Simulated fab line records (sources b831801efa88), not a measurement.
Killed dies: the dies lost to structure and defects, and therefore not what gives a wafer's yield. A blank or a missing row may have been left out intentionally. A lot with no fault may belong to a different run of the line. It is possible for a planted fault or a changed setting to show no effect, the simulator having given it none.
fab line records | flow sky130 | part 2 of 2: steps 5 to 6 of 6
record lots=22 | wafers=66 | lastDay=51
route steps=708 shown SD_N@353 LOCAL_INTERCONNECT@401 CONTACT@422 METAL1@452
lots untouched by any fault: they come from a run of this same line in which no faults occurred
startH: hours from the record's first day to the start of the lot's first wafer shown | waitH: hours from the lot's prior step to this one | " same as the row above | L1.1+2: one row covering several wafers at once | - either no value or no given start | * or withheld: withheld | < > ~ a bound
route shown NAME@n: names a module that has steps shown in the file, with the first one's number in the route | usual: mean/standard deviation taken from wafers without a fault | same: alike in all rows | chamber/n: place in a boat | sites: per-site readings | _std_site: how widely they spread, as a standard deviation | _edge_site: outer sites' mean less inner sites' | radiusMm: how far each site lies from the wafer's centre | mask NAME#n: copy n | behind: tool/chamber where the wafer was last shaped | hold: cause of the lot's hold/its duration in hours/its outcome | device: whichever transistor did not switch (one of n, p or np) | end of line: tests of these same wafers at the route's end | a step given without rows: its recipe and nothing more | killed: the dies lost at the first sort to structure and to defects; this is not the yield of the wafer | map: a wafer's dies, marking killed ones x, the rest . and places with no die _
set.NAME: the setting that was run; set.NAME@STEP: the one run at that earlier step | model.NAME: the simulator's own value behind a step, which no gauge read
a sample of lots followed through the steps of the route, with each step as a table and each wafer as a row
services: when a tool's chamber went out of use (startH, in hours from the record's first day, below 0 if earlier), for how many hours, and the reason
## steps
# step SKY_CONTACT_CVD_24
# recipe material=W | targetThkNm=340 | timeS=102.12 | tempC=400 | pressureTorr=40
# usual heaterPowerW=871/41
lot.wafer | tool    | chamber | startH | waitH | heaterPowerW
L074.1    | cvdW-01 | 1       | 775.80 | 0.0   | 889
L074.2    | "       | 0       | "      | "     | 814
L074.3    | "       | 0       | "      | "     | 820
L075.1    | cvdW-02 | 1       | 782.04 | 0.0   | 885
L075.3    | "       | 0       | "      | "     | 883
L075.4    | "       | 1       | "      | "     | 896
L076.1    | cvdW-01 | 0       | 785.70 | 0.0   | 806
L076.2    | "       | 1       | "      | "     | 936
L076.4    | "       | 0       | "      | "     | 806
L077.1    | cvdW-01 | 0       | 810.12 | 0.0   | 823
L077.2    | "       | 0       | "      | "     | 812
L077.5    | "       | 0       | "      | "     | 811
L078.4    | cvdW-02 | 1       | 813.38 | 0.1   | 890
L078.5    | "       | 1       | "      | "     | 889
L078.6    | "       | 0       | "      | "     | 879
L079.2    | cvdW-01 | 0       | 816.68 | 0.1   | 817
L079.3    | "       | 0       | "      | "     | 807
L079.6    | "       | 0       | "      | "     | 846
L080.1    | cvdW-02 | 1       | 818.84 | 0.0   | 893
L080.2    | "       | 0       | "      | "     | 886
L080.6    | "       | 1       | "      | "     | 890
L081.2    | cvdW-02 | 0       | 835.04 | 0.0   | 870
L081.3    | "       | 1       | "      | "     | 900
L081.5    | "       | 0       | "      | "     | 896
L082.1    | cvdW-02 | 0       | 841.42 | 0.0   | 900
L082.3    | "       | 0       | "      | "     | 914
L082.6    | "       | 0       | "      | "     | 885
L083.2    | cvdW-01 | 0       | 843.67 | 0.1   | 820
L083.4    | "       | 0       | "      | "     | 801
L083.6    | "       | 0       | "      | "     | 810
L084.1    | cvdW-01 | 1       | 856.22 | 0.0   | 915
L084.2    | "       | 0       | "      | "     | 819
L084.5    | "       | 0       | "      | "     | 831
L085.2    | cvdW-01 | 0       | 864.81 | 0.0   | 818
L085.4    | "       | 1       | "      | "     | 912
L085.5    | "       | 1       | "      | "     | 917
L087.3    | cvdW-02 | 1       | 882.41 | 0.1   | 869
L087.4    | "       | 0       | "      | "     | 916
L087.6    | "       | 1       | "      | "     | 891
L089.1    | cvdW-02 | 0       | 884.36 | 0.0   | 895
L089.5    | "       | 0       | "      | "     | 902
L089.6    | "       | 1       | "      | "     | 879
L090.1    | cvdW-02 | 0       | 895.70 | 0.0   | 916
L090.4    | "       | 1       | "      | "     | 888
L090.5    | "       | 0       | "      | "     | 915
L091.2    | cvdW-02 | 0       | 899.00 | 0.0   | 889
L091.3    | "       | 1       | "      | "     | 903
L091.6    | "       | 1       | "      | "     | 893
L092.1    | cvdW-02 | 1       | 904.40 | 0.0   | 888
L092.3    | "       | 0       | "      | "     | 901
L092.4    | "       | 1       | "      | "     | 884
L093.2    | cvdW-02 | 0       | 911.15 | 0.0   | 877
L093.3    | "       | 1       | "      | "     | 905
L093.4    | "       | 0       | "      | "     | 907
L094.1    | cvdW-02 | 1       | 916.39 | 0.0   | 877
L094.2    | "       | 0       | "      | "     | 918
L094.6    | "       | 0       | "      | "     | 884
L095.1    | cvdW-01 | 1       | 928.20 | 0.0   | 850
L095.2    | "       | 0       | "      | "     | 785
L095.4    | "       | 1       | "      | "     | 861
L096.2    | cvdW-01 | 1       | 932.44 | 0.0   | 858
L096.3    | "       | 0       | "      | "     | 775
L096.6    | "       | 0       | "      | "     | 785
L097.1    | cvdW-01 | 1       | 938.34 | 0.0   | 853
L097.2    | "       | 0       | "      | "     | 780
L097.3    | "       | 0       | "      | "     | 792
# step SKY_METAL1_ETCH_18
# recipe chemistry=N2/H2 | target=BARC | ionEnergyEv=200 | biasW=100 | pressureMtorr=30 | n2FlowSccm=100 | h2FlowSccm=200 | icpW=500 | stopOn=SiO2 | timeS=45.9 | targetDepthA=600
# usual drypumpMotorCurrentA=5.8/0.42 | n2FlowSccm=99.99/0.27 | oesProductAu=0.854/0.0052 | rfFwdPowerW=493.5/2 | throttleValvePct=13.226/0.01
lot.wafer | tool        | chamber | startH | waitH | drypumpMotorCurrentA | n2FlowSccm | oesProductAu | rfFwdPowerW | rfHoursCounterH | throttleValvePct
L074.1    | rieMetal-02 | 0       | 802.84 | 0.0   | 5.4                  | 99.88      | 0.858        | 491.8       | 0               | 13.211
L074.2    | "           | 1       | "      | "     | 6.3                  | 99.84      | 0.848        | 491.9       | 6               | 13.214
L074.3    | "           | 1       | "      | "     | 6.3                  | 99.72      | 0.854        | 492.4       | -               | 13.227
L075.1    | rieMetal-02 | 0       | 809.94 | 0.0   | 5.3                  | 100.26     | 0.847        | 495.0       | 0               | 13.218
L075.3    | "           | 1       | "      | "     | 6.4                  | 100.23     | 0.850        | 493.5       | -               | 13.236
L075.4    | "           | 0       | "      | "     | 5.4                  | 100.15     | 0.856        | 495.1       | -               | 13.217
L076.1    | rieMetal-03 | 1       | 813.39 | 0.0   | 6.3                  | 99.90      | 0.852        | 494.8       | 14              | 13.208
L076.2    | "           | 0       | "      | "     | 5.5                  | 99.59      | 0.850        | 491.5       | 5               | 13.217
L076.4    | "           | 0       | "      | "     | 5.5                  | 99.81      | 0.854        | 489.9       | -               | 13.224
L077.1    | rieMetal-03 | 0       | 838.59 | 0.0   | 5.5                  | 99.94      | 0.839        | 491.5       | 6               | 13.211
L077.2    | "           | 1       | "      | "     | 6.3                  | 99.45      | 0.852        | 494.3       | 14              | 13.225
L077.5    | "           | 0       | "      | "     | 5.5                  | 99.94      | 0.857        | 492.7       | -               | 13.228
L078.4    | rieMetal-02 | 0       | 841.81 | 0.0   | 5.4                  | 99.82      | 0.856        | 491.4       | -               | 13.231
L078.5    | "           | 1       | "      | "     | 6.3                  | 100.02     | 0.855        | 493.4       | -               | 13.217
L078.6    | "           | 0       | "      | "     | 5.3                  | 99.99      | 0.852        | 491.1       | -               | 13.230
L079.2    | rieMetal-02 | 1       | 844.24 | 0.0   | 6.3                  | 100.22     | 0.851        | 494.2       | 8               | 13.226
L079.3    | "           | 1       | "      | "     | 6.3                  | 99.99      | 0.851        | 492.6       | -               | 13.222
L079.6    | "           | 0       | "      | "     | 5.4                  | 100.20     | 0.857        | 496.0       | -               | 13.217
L080.1    | rieMetal-02 | 1       | 846.67 | 0.0   | 6.3                  | 99.93      | 0.854        | 492.0       | 8               | 13.225
L080.2    | "           | 0       | "      | "     | 5.3                  | 100.19     | 0.853        | 497.4       | 2               | 13.212
L080.6    | "           | 0       | "      | "     | 5.4                  | 100.12     | 0.865        | 498.3       | -               | 13.209
L081.2    | rieMetal-02 | 0       | 862.49 | 0.0   | 5.4                  | 99.73      | 0.855        | 493.2       | 2               | 13.229
L081.3    | "           | 0       | "      | "     | 5.4                  | 99.85      | 0.854        | 492.3       | -               | 13.221
L081.5    | "           | 1       | "      | "     | 6.4                  | 100.01     | 0.853        | 491.4       | -               | 13.236
L082.1    | rieMetal-03 | 1       | 869.17 | 0.0   | 6.3                  | 100.14     | 0.859        | 494.3       | 15              | 13.225
L082.3    | "           | 1       | "      | "     | 6.3                  | 100.40     | 0.857        | 493.9       | -               | 13.224
L082.6    | "           | 1       | "      | "     | 6.3                  | 100.26     | 0.864        | 492.8       | -               | 13.236
L083.2    | rieMetal-04 | 0       | 871.87 | 0.0   | 5.6                  | 99.87      | 0.855        | 490.5       | 19              | 13.222
L083.4    | "           | 1       | "      | "     | 5.8                  | 99.92      | 0.862        | 498.7       | -               | 13.255
L083.6    | "           | 0       | "      | "     | 5.6                  | 99.89      | 0.857        | 491.4       | -               | 13.221
L084.1    | rieMetal-04 | 0       | 883.94 | 0.0   | 5.5                  | 100.11     | 0.859        | 491.2       | 19              | 13.223
L084.2    | "           | 1       | "      | "     | 5.8                  | 100.26     | 0.858        | 496.2       | 1               | 13.215
L084.5    | "           | 0       | "      | "     | 5.6                  | 100.78     | 0.868        | 489.5       | -               | 13.223
L085.2    | rieMetal-03 | 0       | 892.84 | 0.0   | 5.5                  | 99.81      | 0.839        | 491.9       | 8               | 13.204
L085.4    | "           | 0       | "      | "     | 5.5                  | 99.85      | 0.855        | 492.8       | -               | 13.225
L085.5    | "           | 1       | "      | "     | 6.3                  | 99.96      | 0.844        | 493.7       | -               | 13.228
L087.3    | rieMetal-02 | 1       | 909.71 | 0.0   | 6.3                  | 99.21      | 0.858        | 492.3       | -               | 13.251
L087.4    | "           | 0       | "      | "     | 5.4                  | 100.04     | 0.858        | 492.8       | -               | 13.231
L087.6    | "           | 1       | "      | "     | 6.3                  | 99.84      | 0.858        | 494.3       | -               | 13.227
L089.1    | rieMetal-03 | 0       | 912.14 | 0.0   | 5.5                  | 100.59     | 0.856        | 490.2       | 9               | 13.222
L089.5    | "           | 1       | "      | "     | 6.3                  | 100.30     | 0.850        | 498.6       | -               | 13.216
L089.6    | "           | 0       | "      | "     | 5.5                  | 99.75      | 0.853        | 491.5       | -               | 13.228
L090.1    | rieMetal-02 | 0       | 922.37 | 0.0   | 5.4                  | 100.37     | 0.855        | 493.1       | 4               | 13.222
L090.4    | "           | 0       | "      | "     | 5.4                  | 99.94      | 0.856        | 494.1       | -               | 13.215
L090.5    | "           | 1       | "      | "     | 6.4                  | 100.10     | 0.858        | 494.2       | -               | 13.226
L091.2    | rieMetal-02 | 1       | 925.99 | 0.0   | 6.3                  | 99.72      | 0.849        | 493.7       | 11              | 13.230
L091.3    | "           | 0       | "      | "     | 5.4                  | 99.74      | 0.858        | 493.5       | -               | 13.239
L091.6    | "           | 1       | "      | "     | 6.3                  | 100.30     | 0.858        | 492.3       | -               | 13.236
L092.1    | rieMetal-04 | 0       | 931.32 | 0.0   | 5.6                  | 100.02     | 0.864        | 490.0       | 1               | 13.220
L092.3    | "           | 0       | "      | "     | 5.5                  | 100.01     | 0.854        | 487.7       | -               | 13.218
L092.4    | "           | 1       | "      | "     | 5.9                  | 100.06     | 0.844        | 495.7       | -               | 13.234
L093.2    | rieMetal-04 | 1       | 938.47 | 0.0   | 5.9                  | 100.24     | 0.852        | 495.6       | 5               | 13.228
L093.3    | "           | 0       | "      | "     | 5.6                  | 99.95      | 0.852        | 490.4       | -               | 13.218
L093.4    | "           | 1       | "      | "     | 5.9                  | 100.19     | 0.858        | 495.9       | -               | 13.240
L094.1    | rieMetal-04 | 1       | 943.37 | 0.0   | 5.9                  | 100.25     | 0.854        | 498.1       | 5               | 13.228
L094.2    | "           | 0       | "      | "     | 5.5                  | 100.27     | 0.855        | 491.4       | 2               | 13.226
L094.6    | "           | 0       | "      | "     | 5.5                  | 100.44     | 0.849        | 492.2       | -               | 13.214
L095.1    | rieMetal-02 | 0       | 954.24 | 0.0   | 5.4                  | 100.34     | 0.849        | 494.2       | 5               | 13.227
L095.2    | "           | 1       | "      | "     | 6.3                  | 99.82      | 0.855        | 491.4       | 11              | 13.237
L095.4    | "           | 0       | "      | "     | 5.4                  | 99.92      | 0.857        | 494.7       | -               | 13.236
L096.2    | rieMetal-03 | 0       | 959.12 | 0.0   | 5.5                  | 100.12     | 0.856        | 494.4       | 12              | 13.241
L096.3    | "           | 0       | "      | "     | 5.5                  | 100.07     | 0.854        | 494.1       | -               | 13.233
L096.6    | "           | 1       | "      | "     | 6.3                  | 100.14     | 0.850        | 494.9       | -               | 13.225
L097.1    | rieMetal-02 | 0       | 964.34 | 0.0   | 5.3                  | 100.05     | 0.859        | 494.8       | 6               | 13.234
L097.2    | "           | 1       | "      | "     | 6.3                  | 100.15     | 0.860        | 493.2       | 12              | 13.228
L097.3    | "           | 0       | "      | "     | 5.4                  | 100.13     | 0.851        | 492.7       | -               | 13.225
## services
tool           | chamber | startH | hours | kind
rieDiel-04     | 0       | 670.91 | 25.9  | repair
cvdW-02        | -       | 680.84 | 0.7   | repair
rieDiel-04     | -       | 684.54 | 1.2   | repair
rieDiel-04     | 2       | 684.81 | 3.0   | repair
rieDiel-04     | -       | 684.89 | 0.4   | repair
rieMetal-02    | -       | 689.05 | 2.8   | pm
rieMetal-02    | -       | 715.49 | 0.3   | repair
rieDiel-04     | -       | 729.35 | 1.1   | repair
rieMetal-02    | -       | 730.86 | 0.4   | repair
plasmaAsher-01 | -       | 733.81 | 9.0   | pm
rieMetal-04    | -       | 757.47 | 2.8   | pm
rieDiel-04     | 2       | 758.78 | 4.1   | repair
rieDiel-04     | 0       | 759.21 | 13.5  | repair
rieMetal-04    | 1       | 763.20 | 7.7   | repair
cvdW-01        | 1       | 809.62 | 8.2   | repair
rieDiel-04     | 2       | 823.47 | 5.6   | repair
cvdW-01        | 1       | 840.79 | 8.5   | repair
cvdW-01        | -       | 904.00 | 14.0  | pm
plasmaAsher-04 | -       | 908.31 | 28.1  | pm
cvdW-02        | 1       | 933.64 | 7.6   | repair
cvdW-01        | -       | 934.02 | 2.7   | repair
plasmaAsher-01 | -       | 948.24 | 6.2   | repair
plasmaAsher-01 | -       | 954.40 | 28.1  | pm
plasmaAsher-04 | -       | 962.85 | 11.0  | pm
